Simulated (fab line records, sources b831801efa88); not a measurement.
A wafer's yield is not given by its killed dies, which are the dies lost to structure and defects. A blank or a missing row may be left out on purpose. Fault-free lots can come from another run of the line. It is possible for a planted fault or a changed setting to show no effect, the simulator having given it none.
Code-filled problem report in 8D (eight disciplines) form | flow gf180mcu | the parts of the form that need people (team, actions taken, sign-off) are left out

1. WHAT IS WRONG
GF_M3_CD_MEAS_14, cd-nm: mean 260.7 nm on 3 wafers (1 lot); fault-free wafers 279.7 nm, standard deviation 1.2. That puts it -16 standard deviations away from the usual mean.
The step: target cd 280 nm.
Earliest sighting: wafer L953.4 on cd-sem-01 at day 23 08:36. The record holds 39 wafers of 13 lots with a number at this step. Rule for "out", or "out of limits": more than 4 standard deviations from the usual mean. The rest of the wafers with a number are treated as sound.

2. WHAT IT IS, AND WHAT IT ISN'T
question                    | is                     | is not
which readings at this step | cd-nm                  | -
which lots                  | L953                   | L948, L949, L950, L951, L956, L962, L963, L965, L967, L968, L969, L971
which wafers of those lots  | all that have a number | -
read on which gauges        | cd-sem-01              | cd-sem-02
when                        | from day 23 08:36      | up to then (12 sound wafers); but 24 sound wafers of L956, L962, L963, L965, L967, L968, L969, L971 came after

3. WHAT RULES OUT EACH SUSPECT
Counting: any tool at a process step up to the reading is kept as a suspect provided that every lot that is out went through it and no sound lot did after the first of them.
- the gauge at GF_M3_CD_MEAS_14 has been ruled out. All the wafers that are out were read on cd-sem-01, but those of them that GF_M3_EXPOSE_11 has rows for are out there too, on other tools.
- pvd-sputter-03 at GF_M3_SPUTTER_03 (material Ti, target thk 10 nm, time 6.7 s): ruled out as a lasting fault. Sound lots L956, L963, L968, L969 ran on it after its first lot that is out, L953 (day 22 09:26).
- krf-scanner-02 at GF_M3_EXPOSE_11 (exposes mask Metal3, target cd 280 nm): ruled out as a lasting fault. Sound lots L967, L969, L971 ran on it after its first lot that is out, L953 (day 22 21:27).
Left after counting: nothing in the record.

4. THE CAUSE (what the simulator had put in)
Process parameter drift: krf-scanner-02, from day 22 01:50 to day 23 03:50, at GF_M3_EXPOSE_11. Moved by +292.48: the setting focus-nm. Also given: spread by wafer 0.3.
The count ruled it out by mistake, since the rule takes a fault to strike every lot its tool runs from the start of the fault on, and this one did not do so.

5. THE EFFECT CHAIN, in route order
Rows list readings where the struck wafers' mean (over those with a number) sits beyond 3 standard deviations from the usual. Readings are gone through only where the record gives a usual standard deviation; hours: the median, over the lots, of the time from a lot's start at the first step in this table giving one to that lot's start at this step; sigmas: the change measured in usual standard deviations.
hours | step             | reading              | usual    | on struck wafers | change | sigmas
0     | GF_M3_EXPOSE_11  | exposure-dose-mJ-cm2 | 27.974   | 27.161           | -0.813 | -29
11    | GF_M3_CD_MEAS_14 | cd-nm                | 279.7 nm | 260.7            | -19.0  | -16
Process steps it contains:
- GF_M3_EXPOSE_11: exposes mask Metal3, target cd 280 nm.

6. WHAT WOULD HAVE CAUGHT IT SOONER
In this record the first reading out of limits at a measuring or inspecting step was taken at day 23 08:36, 31 hours after the fault began at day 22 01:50.
At GF_M3_EXPOSE_11, the tool's own readings (exposure-dose-mJ-cm2) were out on each struck wafer the step has a row for, so an alarm limit on them would have fired on the first such wafer.
